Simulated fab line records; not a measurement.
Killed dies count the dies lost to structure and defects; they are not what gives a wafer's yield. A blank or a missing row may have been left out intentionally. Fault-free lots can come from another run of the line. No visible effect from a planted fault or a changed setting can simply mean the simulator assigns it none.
fab line records	flow gf180mcu
record: lots: 24	wafers: 72	last-day: 34
route steps=602 shown MIM@503 V5@543 TOP_METAL@582
lots untouched by any fault: they come from a run of this same line in which no faults occurred
start-h: hours from the record's opening day to when the first of the lot's shown wafers began	wait-h: time in hours since the lot's previous step	" repeats the value in the row above	L1.1+2: one row covering several wafers at once	- no value, or no start was given	* or withheld: withheld	< > ~ a bound
route shown NAME@n: a module of which the file shows steps, and the number in the route of the first	usual: the fault-free wafers' mean and standard deviation	same: alike in all rows	chamber/n: place in a boat	sites: the reading at each site	_std_site: standard deviation across them	_edge_site: inner sites' mean taken away from outer sites' mean	radius-mm: for every site, how far away it sits from the centre of the wafer	mask NAME#n: copy n	behind: the last tool/chamber to shape the wafer	hold: cause of the lot's hold/its duration in hours/its outcome	device: which transistor (n, p or np) failed to switch	end of line: tests of these same wafers at the route's end	for a step that has no rows: nothing shown but its recipe	killed: at the first sort, the dies lost to defects and structure; wafer yield is something else	map: the dies of a wafer, with x for killed, . for not killed, _ for no die there
set.NAME: the setting the step ran with; set.NAME@STEP: the setting that earlier step ran with	model.NAME: the simulator's own value behind a step, which no gauge read
the route's steps for a sample of lots (tables are steps, rows are wafers)
services: a tool's chamber out of use, with start hour (start-h, from the record's first day; less than 0 if before it), hours out, and reason
== steps ==
step: GF_MIM_SPUTTER_00
recipe: material: Ti	target-thk-nm: 37.5	arriving-ion-energy-ev: 80	substrate-temp-c: 200	chamber-pressure-pa: 2	power-w: 4000	time-s: 150
usual: throttle-valve-pct: 30.1/1.1
lot.wafer	tool	chamber	start-h	wait-h	throttle-valve-pct
L074.2	pvd-sputter-02	-	562.51	0.2	29.4
L074.3	"	-	"	"	30.1
L074.6	"	-	"	"	29.6
L075.1	pvd-sputter-03	-	567.06	0.2	28.9
L075.2	"	-	"	"	29.3
L075.3	"	-	"	"	30.1
L076.2	pvd-sputter-04	-	581.57	0.1	29.7
L076.3	"	-	"	"	31.1
L076.6	"	-	"	"	28.7
L077.4	pvd-sputter-03	-	588.43	0.2	29.0
L077.5	"	-	"	"	29.4
L077.6	"	-	"	"	31.0
L078.1	pvd-sputter-03	-	595.52	0.2	30.9
L078.2	"	-	"	"	30.4
L078.5	"	-	"	"	29.4
L079.1	pvd-sputter-02	-	612.16	0.1	29.7
L079.3	"	-	"	"	32.7
L079.5	"	-	"	"	32.4
L080.2	pvd-sputter-04	-	618.15	0.1	29.7
L080.4	"	-	"	"	29.3
L080.5	"	-	"	"	29.1
L081.1	pvd-sputter-02	-	620.44	0.1	29.9
L081.2	"	-	"	"	30.5
L081.6	"	-	"	"	29.9
L082.2	pvd-sputter-02	-	629.98	0.2	29.8
L082.4	"	-	"	"	29.7
L082.6	"	-	"	"	32.6
L083.3	pvd-sputter-02	-	634.36	0.1	30.7
L083.4	"	-	"	"	32.4
L083.6	"	-	"	"	30.1
L084.2	pvd-sputter-03	-	643.99	0.2	30.5
L084.4	"	-	"	"	30.7
L084.6	"	-	"	"	30.7
L085.1	pvd-sputter-04	-	648.50	0.2	29.4
L085.3	"	-	"	"	31.3
L085.6	"	-	"	"	29.9
L086.1	pvd-sputter-02	-	653.67	0.2	32.3
L086.4	"	-	"	"	30.8
L086.5	"	-	"	"	32.6
L087.2	pvd-sputter-04	-	670.07	0.1	29.6
L087.4	"	-	"	"	28.3
L087.6	"	-	"	"	28.8
L088.2	pvd-sputter-02	-	673.11	0.2	30.7
L088.4	"	-	"	"	32.6
L088.5	"	-	"	"	29.9
L089.1	pvd-sputter-04	-	678.90	0.2	28.7
L089.2	"	-	"	"	29.9
L089.5	"	-	"	"	28.7
L090.3	pvd-sputter-04	-	682.98	0.2	29.1
L090.5	"	-	"	"	29.8
L090.6	"	-	"	"	28.2
L091.1	pvd-sputter-04	-	693.00	0.2	29.8
L091.2	"	-	"	"	28.4
L091.3	"	-	"	"	31.0
L092.1	pvd-sputter-02	-	704.93	0.2	30.3
L092.3	"	-	"	"	30.2
L092.5	"	-	"	"	29.7
L093.1	pvd-sputter-03	-	710.56	0.1	28.9
L093.3	"	-	"	"	29.3
L093.5	"	-	"	"	29.3
L094.2	pvd-sputter-02	-	716.81	0.2	29.7
L094.4	"	-	"	"	30.5
L094.5	"	-	"	"	30.6
L095.2	pvd-sputter-03	-	719.15	0.2	30.5
L095.3	"	-	"	"	28.9
L095.5	"	-	"	"	29.1
L097.1	pvd-sputter-04	-	732.42	0.2	31.2
L097.3	"	-	"	"	28.4
L097.4	"	-	"	"	29.3
L096.1	pvd-sputter-02	-	733.70	0.2	32.4
L096.3	"	-	"	"	30.4
L096.5	"	-	"	"	32.6
step: GF_MIM_SPUTTER_03
recipe: material: Ti	target-thk-nm: 10	substrate-temp-c: 300	chamber-pressure-pa: 0.3	power-w: 3000	time-s: 6.7
usual: throttle-valve-pct: 30.1/1.1
lot.wafer	tool	chamber	start-h	wait-h	throttle-valve-pct
L074.2	pvd-sputter-02	-	562.67	0.0	29.7
L074.3	"	-	"	"	29.9
L074.6	"	-	"	"	29.8
L075.1	pvd-sputter-03	-	567.22	0.0	29.0
L075.2	"	-	"	"	29.2
L075.3	"	-	"	"	30.2
L076.2	pvd-sputter-04	-	581.73	0.0	29.6
L076.3	"	-	"	"	31.0
L076.6	"	-	"	"	28.6
L077.4	pvd-sputter-03	-	588.59	0.0	28.8
L077.5	"	-	"	"	29.3
L077.6	"	-	"	"	30.6
L078.1	pvd-sputter-03	-	595.68	0.0	31.0
L078.2	"	-	"	"	30.1
L078.5	"	-	"	"	29.4
L079.1	pvd-sputter-02	-	612.32	0.0	29.8
L079.3	"	-	"	"	32.6
L079.5	"	-	"	"	32.5
L080.2	pvd-sputter-04	-	618.31	0.0	29.9
L080.4	"	-	"	"	29.5
L080.5	"	-	"	"	29.1
L081.1	pvd-sputter-02	-	620.60	0.0	29.7
L081.2	"	-	"	"	30.7
L081.6	"	-	"	"	29.9
L082.2	pvd-sputter-02	-	630.14	0.0	30.1
L082.4	"	-	"	"	29.7
L082.6	"	-	"	"	32.5
L083.3	pvd-sputter-02	-	634.52	0.0	30.7
L083.4	"	-	"	"	32.8
L083.6	"	-	"	"	30.0
L084.2	pvd-sputter-03	-	644.15	0.0	30.4
L084.4	"	-	"	"	31.0
L084.6	"	-	"	"	30.7
L085.1	pvd-sputter-04	-	648.66	0.0	29.3
L085.3	"	-	"	"	30.9
L085.6	"	-	"	"	29.6
L086.1	pvd-sputter-02	-	653.83	0.0	32.3
L086.4	"	-	"	"	30.6
L086.5	"	-	"	"	32.5
L087.2	pvd-sputter-04	-	670.23	0.0	29.5
L087.4	"	-	"	"	28.7
L087.6	"	-	"	"	28.4
L088.2	pvd-sputter-02	-	673.27	0.0	30.4
L088.4	"	-	"	"	32.3
L088.5	"	-	"	"	29.7
L089.1	pvd-sputter-04	-	679.06	0.0	28.9
L089.2	"	-	"	"	29.9
L089.5	"	-	"	"	28.7
L090.3	pvd-sputter-04	-	683.14	0.0	29.4
L090.5	"	-	"	"	29.6
L090.6	"	-	"	"	28.3
L091.1	pvd-sputter-04	-	693.16	0.0	30.0
L091.2	"	-	"	"	28.8
L091.3	"	-	"	"	31.1
L092.1	pvd-sputter-02	-	705.09	0.0	30.6
L092.3	"	-	"	"	29.8
L092.5	"	-	"	"	29.8
L093.1	pvd-sputter-03	-	710.72	0.0	28.6
L093.3	"	-	"	"	29.2
L093.5	"	-	"	"	29.0
L094.2	pvd-sputter-02	-	716.97	0.0	29.9
L094.4	"	-	"	"	30.6
L094.5	"	-	"	"	30.3
L095.2	pvd-sputter-03	-	719.31	0.0	30.7
L095.3	"	-	"	"	28.9
L095.5	"	-	"	"	28.7
L097.1	pvd-sputter-04	-	732.58	0.0	31.0
L097.3	"	-	"	"	28.7
L097.4	"	-	"	"	29.5
L096.1	pvd-sputter-02	-	733.86	0.0	32.5
L096.3	"	-	"	"	30.7
L096.5	"	-	"	"	32.3
step: GF_MIM_CVD_05
recipe: material: Si3N4	target-thk-nm: 42	temp-max-c: 400	temp-c: 385	time-s: 29.086	rf-w: 450
usual: heater-power-w: 615/80	rf-fwd-power-W: 443.8/2.1
lot.wafer	tool	chamber	start-h	wait-h	heater-power-w	rf-fwd-power-W
L074.2	pecvd-03	1	562.73	0.0	706	443.3
L074.3	"	2	"	"	666	442.5
L074.6	"	2	"	"	653	440.0
L075.1	pecvd-01	1	567.28	0.0	527	444.6
L075.2	"	2	"	"	634	445.6
L075.3	"	0	"	"	681	442.2
L076.2	pecvd-01	2	581.79	0.0	621	445.4
L076.3	"	1	"	"	480	442.8
L076.6	"	1	"	"	473	444.4
L077.4	pecvd-02	1	588.67	0.0	692	444.6
L077.5	"	0	"	"	699	442.0
L077.6	"	2	"	"	484	442.2
L078.1	pecvd-02	2	595.74	0.0	590	444.3
L078.2	"	0	"	"	610	440.8
L078.5	"	0	"	"	638	441.3
L079.1	pecvd-03	1	612.38	0.0	675	443.8
L079.3	"	0	"	"	495	445.1
L079.5	"	0	"	"	505	446.0
L080.2	pecvd-02	2	618.37	0.0	607	443.6
L080.4	"	2	"	"	600	442.4
L080.5	"	0	"	"	630	442.0
L081.1	pecvd-02	0	620.66	0.0	635	445.6
L081.2	"	2	"	"	588	444.9
L081.6	"	2	"	"	578	443.2
L082.2	pecvd-03	0	630.20	0.0	529	446.7
L082.4	"	0	"	"	538	447.7
L082.6	"	1	"	"	653	444.5
L083.3	pecvd-01	1	634.58	0.0	474	443.0
L083.4	"	0	"	"	636	442.4
L083.6	"	2	"	"	653	444.4
L084.2	pecvd-02	1	644.21	0.0	713	445.9
L084.4	"	2	"	"	513	443.8
L084.6	"	1	"	"	711	445.2
L085.1	pecvd-03	2	648.72	0.0	570	440.3
L085.3	"	1	"	"	734	445.4
L085.6	"	1	"	"	750	444.1
L086.1	pecvd-02	0	653.89	0.0	715	443.2
L086.4	"	2	"	"	523	445.8
L086.5	"	0	"	"	711	444.2
L087.2	pecvd-03	0	670.29	0.0	495	444.7
L087.4	"	2	"	"	582	440.0
L087.6	"	1	"	"	741	443.7
L088.2	pecvd-02	1	673.33	0.0	675	446.5
L088.4	"	2	"	"	595	441.8
L088.5	"	1	"	"	700	444.5
L089.1	pecvd-02	0	679.12	0.0	730	441.9
L089.2	"	1	"	"	640	445.7
L089.5	"	2	"	"	549	443.5
L090.3	pecvd-02	1	683.20	0.0	688	446.9
L090.5	"	2	"	"	527	445.2
L090.6	"	0	"	"	721	440.7
L091.1	pecvd-02	0	693.22	0.0	713	442.0
L091.2	"	2	"	"	536	443.9
L091.3	"	1	"	"	727	446.5
L092.1	pecvd-02	1	705.15	0.0	578	447.3
L092.3	"	1	"	"	586	447.2
L092.5	"	0	"	"	630	445.6
L093.1	pecvd-01	2	710.78	0.0	662	446.1
L093.3	"	1	"	"	490	443.0
L093.5	"	0	"	"	562	438.9
L094.2	pecvd-01	2	717.03	0.0	617	445.5
L094.4	"	0	"	"	600	441.8
L094.5	"	1	"	"	468	444.0
L095.2	pecvd-03	0	719.37	0.0	520	446.4
L095.3	"	1	"	"	762	442.1
L095.5	"	2	"	"	552	442.4
L097.1	pecvd-01	2	732.64	0.0	668	446.3
L097.3	"	0	"	"	614	438.6
L097.4	"	1	"	"	561	443.1
L096.1	pecvd-02	2	733.92	0.0	581	445.1
L096.3	"	0	"	"	639	442.5
L096.5	"	1	"	"	627	445.1
step: GF_MIM_STRIP_20
recipe: chemistry: O2/N2	power-w: 1400	pressure-mtorr: 1500	platen-temp-c: 250	o2-flow-sccm: 3000	n2-flow-sccm: 300	overash-fraction: 0.5
usual: drypump-motor-current-A: 5.5/0.4	heater-power-w: 331/22	o2-flow-sccm: 3000/10	oes-product-au: 0.692/0.0046	strip-time-to-endpoint-s: 11.23/0.035
lot.wafer	tool	chamber	start-h	wait-h	drypump-motor-current-A	heater-power-w	o2-flow-sccm	oes-product-au	rf-hours-counter-h	strip-time-to-endpoint-s
L074.2	plasma-asher-03	0	584.21	0.0	5.4	294	3013	0.685	89	11.19
L074.3	"	1	"	"	6.0	341	2995	0.690	-	11.19
L074.6	"	0	"	"	5.4	291	3001	0.695	-	11.16
L075.1	plasma-asher-01	1	589.61	0.0	4.8	329	2994	0.689	13	11.24
L075.2	"	0	"	"	5.6	343	3017	0.692	13	11.22
L075.3	"	1	"	"	4.9	333	3004	0.690	-	11.19
L076.2	plasma-asher-03	0	602.87	0.0	5.4	294	3018	0.691	91	11.21
L076.3	"	0	"	"	5.4	307	2989	0.693	-	11.27
L076.6	"	0	"	"	5.4	290	2993	0.692	-	11.30
L077.4	plasma-asher-01	0	609.50	0.1	5.6	353	3002	0.698	-	11.25
L077.5	"	0	"	"	5.6	353	2986	0.690	-	11.25
L077.6	"	1	"	"	4.9	329	3006	0.696	-	11.24
L078.1	plasma-asher-04	0	617.07	0.0	5.7	371	2989	0.695	55	11.20
L078.2	"	1	"	"	5.5	326	3002	0.701	55	11.28
L078.5	"	1	"	"	5.5	331	3001	0.696	-	11.22
L079.1	plasma-asher-01	0	633.27	0.1	5.6	343	3004	0.689	18	11.24
L079.3	"	1	"	"	4.9	330	2999	0.695	-	11.24
L079.5	"	1	"	"	4.9	321	2997	0.688	-	11.22
L080.2	plasma-asher-03	0	638.07	0.0	5.4	294	2986	0.697	95	11.21
L080.4	"	0	"	"	5.4	299	2996	0.697	-	11.25
L080.5	"	1	"	"	6.0	349	2989	0.694	-	11.21
L081.1	plasma-asher-03	1	640.66	0.0	6.1	335	2980	0.689	95	11.27
L081.2	"	0	"	"	5.4	295	3006	0.697	95	11.27
L081.6	"	0	"	"	5.4	287	3005	0.691	-	11.24
L082.2	plasma-asher-01	0	650.60	0.0	5.6	346	3017	0.688	20	11.21
L082.4	"	1	"	"	4.9	327	2998	0.690	-	11.27
L082.6	"	1	"	"	4.9	330	2999	0.685	-	11.27
L083.3	plasma-asher-01	0	654.49	0.1	5.6	359	2991	0.702	-	11.29
L083.4	"	1	"	"	4.9	334	3003	0.697	-	11.24
L083.6	"	1	"	"	4.9	328	3010	0.700	-	11.26
L084.2	plasma-asher-03	1	663.54	0.1	6.1	345	2981	0.697	98	11.25
L084.4	"	1	"	"	6.1	337	2998	0.688	-	11.16
L084.6	"	0	"	"	5.4	292	2985	0.690	-	11.23
L085.1	plasma-asher-03	1	668.20	0.0	6.1	337	2987	0.693	98	11.28
L085.3	"	1	"	"	6.1	344	2986	0.695	-	11.26
L085.6	"	1	"	"	6.1	335	2983	0.680	-	11.26
L086.1	plasma-asher-01	0	673.63	0.1	5.6	346	2995	0.694	22	11.19
L086.4	"	0	"	"	5.6	354	2998	0.688	-	11.23
L086.5	"	1	"	"	4.9	325	3010	0.691	-	11.20
L087.2	plasma-asher-03	0	690.40	0.0	5.4	296	2981	0.690	101	11.21
L087.4	"	0	"	"	5.4	293	3001	0.698	-	11.28
L087.6	"	1	"	"	6.1	341	2986	0.700	-	11.24
L088.2	plasma-asher-03	0	692.12	0.0	5.4	296	2988	0.683	101	11.24
L088.4	"	1	"	"	6.1	331	2997	0.689	-	11.25
L088.5	"	1	"	"	6.0	346	2980	0.688	-	11.26
L089.1	plasma-asher-01	0	697.30	0.0	5.6	359	3004	0.695	25	11.28
L089.2	"	1	"	"	4.9	332	3009	0.687	25	11.23
L089.5	"	0	"	"	5.6	349	3002	0.704	-	11.20
L090.3	plasma-asher-01	1	701.55	0.1	4.9	324	2992	0.693	-	11.19
L090.5	"	1	"	"	4.9	333	2993	0.681	-	11.21
L090.6	"	0	"	"	5.6	345	3005	0.694	-	11.24
L091.1	plasma-asher-04	1	711.57	0.0	5.5	332	3025	0.689	66	11.26
L091.2	"	0	"	"	5.6	366	3014	0.702	66	11.26
L091.3	"	0	"	"	5.7	376	3011	0.690	-	11.21
L092.1	plasma-asher-03	0	722.91	0.0	5.4	301	2978	0.693	104	11.17
L092.3	"	1	"	"	6.1	336	3013	0.691	-	11.19
L092.5	"	1	"	"	6.0	335	2986	0.692	-	11.18
L093.1	plasma-asher-01	1	728.46	0.0	4.9	320	3002	0.692	28	11.22
L093.3	"	0	"	"	5.6	349	3008	0.687	-	11.17
L093.5	"	0	"	"	5.6	355	3019	0.690	-	11.18
L094.2	plasma-asher-03	1	734.74	0.1	6.0	337	3006	0.687	106	11.22
L094.4	"	0	"	"	5.4	301	2999	0.685	-	11.21
L094.5	"	0	"	"	5.4	300	2998	0.691	-	11.25
L095.2	plasma-asher-01	1	737.27	0.0	4.9	324	3005	0.690	29	11.22
L095.3	"	1	"	"	4.9	330	2997	0.687	-	11.23
L095.5	"	0	"	"	5.6	343	3005	0.684	-	11.18
L097.1	plasma-asher-01	0	749.83	0.1	5.6	347	3004	0.687	31	11.17
L097.3	"	0	"	"	5.6	356	3001	0.689	-	11.14
L097.4	"	1	"	"	4.9	329	2993	0.689	-	11.21
L096.1	plasma-asher-04	1	751.10	0.0	5.5	327	3004	0.692	68	11.25
L096.3	"	1	"	"	5.5	322	2990	0.699	-	11.26
L096.5	"	1	"	"	5.5	324	2984	0.685	-	11.27
step: GF_V5_THK_MEAS_03
recipe: reads: SiO2_of_V5_CVD_02
usual: V5_CVD_02_THK: 1452/23
lot.wafer	tool	chamber	start-h	wait-h	V5_CVD_02_THK[nm]
L074.2	film-metro-03	-	606.45	0.1	1396
L074.3	"	-	"	"	1427
L074.6	"	-	"	"	1439
L075.1	film-metro-01	-	612.44	0.1	1464
L075.2	"	-	"	"	1450
L075.3	"	-	"	"	1430
L076.2	film-metro-02	-	624.56	0.1	1424
L076.3	"	-	"	"	1432
L076.6	"	-	"	"	1442
L077.4	film-metro-03	-	631.56	0.1	1431
L077.5	"	-	"	"	1437
L077.6	"	-	"	"	1419
L078.1	film-metro-03	-	638.02	0.1	1435
L078.2	"	-	"	"	1445
L078.5	"	-	"	"	1456
L079.1	film-metro-03	-	654.78	0.1	1441
L079.3	"	-	"	"	1410
L079.5	"	-	"	"	1438
L080.2	film-metro-01	-	659.68	0.1	1437
L080.4	"	-	"	"	1460
L080.5	"	-	"	"	1470
L081.1	film-metro-01	-	661.42	0.1	1430
L081.2	"	-	"	"	1420
L081.6	"	-	"	"	1450
L082.2	film-metro-01	-	671.94	0.1	1449
L082.4	"	-	"	"	1503
L082.6	"	-	"	"	1463
L083.3	film-metro-03	-	675.72	0.1	1475
L083.4	"	-	"	"	1475
L083.6	"	-	"	"	1451
L084.2	film-metro-02	-	684.62	0.1	1484
L084.4	"	-	"	"	1468
L084.6	"	-	"	"	1495
L085.1	film-metro-03	-	688.55	0.1	1450
L085.3	"	-	"	"	1426
L085.6	"	-	"	"	1469
L086.1	film-metro-01	-	693.84	0.1	1436
L086.4	"	-	"	"	1450
L086.5	"	-	"	"	1466
L087.2	film-metro-03	-	710.13	0.1	1478
L087.4	"	-	"	"	1471
L087.6	"	-	"	"	1478
L088.2	film-metro-03	-	711.70	0.1	1468
L088.4	"	-	"	"	1490
L088.5	"	-	"	"	1460
L089.1	film-metro-03	-	717.03	0.1	1429
L089.2	"	-	"	"	1475
L089.5	"	-	"	"	1452
L090.3	film-metro-02	-	720.20	0.1	1446
L090.5	"	-	"	"	1473
L090.6	"	-	"	"	1496
L091.1	film-metro-03	-	731.40	0.1	1456
L091.2	"	-	"	"	1451
L091.3	"	-	"	"	1427
L092.1	film-metro-01	-	740.90	0.1	1436
L092.3	"	-	"	"	1495
L092.5	"	-	"	"	1467
L093.1	film-metro-01	-	746.84	0.1	1433
L093.3	"	-	"	"	1447
L093.5	"	-	"	"	1498
L094.2	film-metro-03	-	753.31	0.1	1448
L094.4	"	-	"	"	1444
L094.5	"	-	"	"	1450
L095.2	film-metro-01	-	755.19	0.1	1456
L095.3	"	-	"	"	1440
L095.5	"	-	"	"	1440
L097.1	film-metro-02	-	767.61	0.1	1434
L097.3	"	-	"	"	1432
L097.4	"	-	"	"	1490
L096.1	film-metro-02	-	768.96	0.1	1445
L096.3	"	-	"	"	1471
L096.5	"	-	"	"	1467
step: GF_TOP_METAL_OVL_MEAS_15
usual: TOP_METAL_OVL: 0.5/1.7
lot.wafer	tool	chamber	start-h	wait-h	TOP_METAL_OVL[nm]
L074.2	overlay-01	-	649.42	0.1	-0.4
L074.3	"	-	"	"	-0.2
L074.6	"	-	"	"	0.1
L075.1	overlay-01	-	654.43	0.1	-0.9
L075.2	"	-	"	"	-0.7
L075.3	"	-	"	"	-0.3
L076.2	overlay-02	-	665.67	0.1	1.7
L076.3	"	-	"	"	1.1
L076.6	"	-	"	"	1.3
L077.4	overlay-01	-	673.05	0.1	0.4
L077.5	"	-	"	"	-1.1
L077.6	"	-	"	"	-1.1
L078.1	overlay-02	-	679.21	0.1	1.0
L078.2	"	-	"	"	4.1
L078.5	"	-	"	"	2.9
L079.1	overlay-02	-	695.78	0.1	-0.1
L079.3	"	-	"	"	-2.3
L079.5	"	-	"	"	-2.2
L080.2	overlay-01	-	699.77	0.1	2.4
L080.4	"	-	"	"	1.9
L080.5	"	-	"	"	1.5
L081.1	overlay-01	-	701.27	0.1	-0.6
L081.2	"	-	"	"	-0.8
L081.6	"	-	"	"	0.7
L082.2	overlay-02	-	710.72	0.1	-0.2
L082.4	"	-	"	"	-0.4
L082.6	"	-	"	"	-2.0
L083.3	overlay-02	-	715.72	0.1	3.7
L083.4	"	-	"	"	2.7
L083.6	"	-	"	"	2.8
L084.2	overlay-01	-	723.64	0.1	-1.4
L084.4	"	-	"	"	-1.9
L084.6	"	-	"	"	2.0
L085.1	overlay-02	-	726.72	0.1	2.3
L085.3	"	-	"	"	3.2
L085.6	"	-	"	"	2.6
L086.1	overlay-02	-	732.53	0.1	-0.9
L086.4	"	-	"	"	-0.9
L086.5	"	-	"	"	0.3
L087.2	overlay-02	-	747.62	0.1	-1.0
L087.4	"	-	"	"	0.0
L087.6	"	-	"	"	2.1
L088.2	overlay-01	-	749.52	0.1	0.8
L088.4	"	-	"	"	-1.6
L088.5	"	-	"	"	-1.9
L089.1	overlay-02	-	753.38	0.1	-1.2
L089.2	"	-	"	"	1.2
L089.5	"	-	"	"	1.1
L090.3	overlay-02	-	756.54	0.1	3.6
L090.5	"	-	"	"	3.5
L090.6	"	-	"	"	1.3
L091.1	overlay-01	-	766.32	0.1	0.0
L091.2	"	-	"	"	-1.0
L091.3	"	-	"	"	-1.0
L092.1	overlay-02	-	774.68	0.1	0.7
L092.3	"	-	"	"	0.1
L092.5	"	-	"	"	3.0
L093.1	overlay-02	-	781.12	0.1	0.0
L093.3	"	-	"	"	0.9
L093.5	"	-	"	"	-0.9
L094.2	overlay-02	-	787.09	0.1	-1.2
L094.4	"	-	"	"	0.0
L094.5	"	-	"	"	-1.2
L095.2	overlay-02	-	790.02	0.1	-0.3
L095.3	"	-	"	"	0.7
L095.5	"	-	"	"	0.2
L097.1	overlay-01	-	800.26	0.1	2.8
L097.3	"	-	"	"	2.8
L097.4	"	-	"	"	2.6
L096.1	overlay-01	-	803.03	0.1	-1.0
L096.3	"	-	"	"	-1.7
L096.5	"	-	"	"	-1.6
== services ==
tool	chamber	start-h	hours	kind
pvd-sputter-04	-	543.65	1.7	repair
pecvd-01	-	549.24	0.8	repair
pecvd-03	-	557.12	3.4	repair
plasma-asher-01	-	559.27	2.5	repair
pvd-sputter-02	3	567.99	-	consumable-replace:kit
pvd-sputter-02	3	567.99	18.0	scheduled-down
pvd-sputter-02	3	567.99	18.0	vent-cycle
plasma-asher-04	-	575.42	1.4	repair
pecvd-03	2	579.04	12.5	repair
pecvd-01	-	591.12	14.0	pm
pvd-sputter-02	-	592.74	2.0	repair
pecvd-03	-	596.76	1.0	repair
pecvd-02	2	621.48	19.0	repair
pvd-sputter-03	-	634.51	2.5	repair
pvd-sputter-04	-	635.54	5.4	repair
pvd-sputter-02	2	636.01	-	consumable-replace:kit
pvd-sputter-02	2	636.01	18.0	scheduled-down
pvd-sputter-02	2	636.01	18.0	vent-cycle
pecvd-03	-	689.20	19.0	repair
pvd-sputter-04	3	693.22	-	consumable-replace:kit
pecvd-03	0	698.59	19.5	repair
pecvd-02	2	698.81	7.3	repair
pecvd-02	-	722.52	6.0	pm
plasma-asher-04	-	725.38	15.6	pm
== key ==
fault none
